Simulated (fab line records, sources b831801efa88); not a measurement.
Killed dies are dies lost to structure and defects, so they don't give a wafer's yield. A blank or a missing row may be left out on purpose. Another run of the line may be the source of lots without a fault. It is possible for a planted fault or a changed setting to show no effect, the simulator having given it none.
Matching of chambers	flow sky130	rie_si-02 running SKY_POLY_GATE_ETCH_17: 4 sister chambers
The step etches poly-Si in HBr/Cl2, stops on SiO2, target depth 180 nm, time 70.5 s. 4 wafers are shown with their chamber, then 8 later ones without.

== EACH WAFER AND ITS CHAMBER ==
wafer	chamber	throttle_valve_pct (%)
L674.5	1	33.683
L683.2	2	33.678
L683.6	3	33.688
L685.1	0	33.682

== WAFERS WITHOUT THEIR CHAMBER ==
wafer	throttle_valve_pct (%)
L685.2	33.689
L685.5	33.688
L687.1	33.680
L687.3	33.671
L687.6	33.693
L689.1	33.667
L689.4	33.680
L689.6	33.677

== WHICH CHAMBER EACH ONE RAN IN ==
wafer	from the rows above	in truth
L685.2	can't be placed: 3 or 1 or 0 or 2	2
L685.5	can't be placed: 3 or 1 or 0 or 2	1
L687.1	can't be placed: 0 or 2 or 1 or 3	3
L687.3	can't be placed: 2 or 0 or 1 or 3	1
L687.6	can't be placed: 3 or 1 or 0 or 2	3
L689.1	can't be placed: 2 or 0 or 1 or 3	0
L689.4	can't be placed: 0 or 2 or 1 or 3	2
L689.6	can't be placed: 2 or 0 or 1 or 3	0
Correct placement for 0 of the 8. Unplaceable from these rows: 8, with the true chamber sitting among the candidates in 8. 0 placed wrongly.
How it was worked out, from the rows above alone: a wafer's distance from a chamber is the root of the sum, over the readings, of the square of ((its reading less the chamber's mean) divided by the reading's scatter). If the next closest chamber is less than 2 further off than the closest, the wafer can't be placed; otherwise it belongs to the closest. Each chamber's mean is taken over the wafers shown for it. The scatter: with one shown wafer a chamber, the root of the mean of the squares of how far each hidden wafer lies from its nearest shown one.
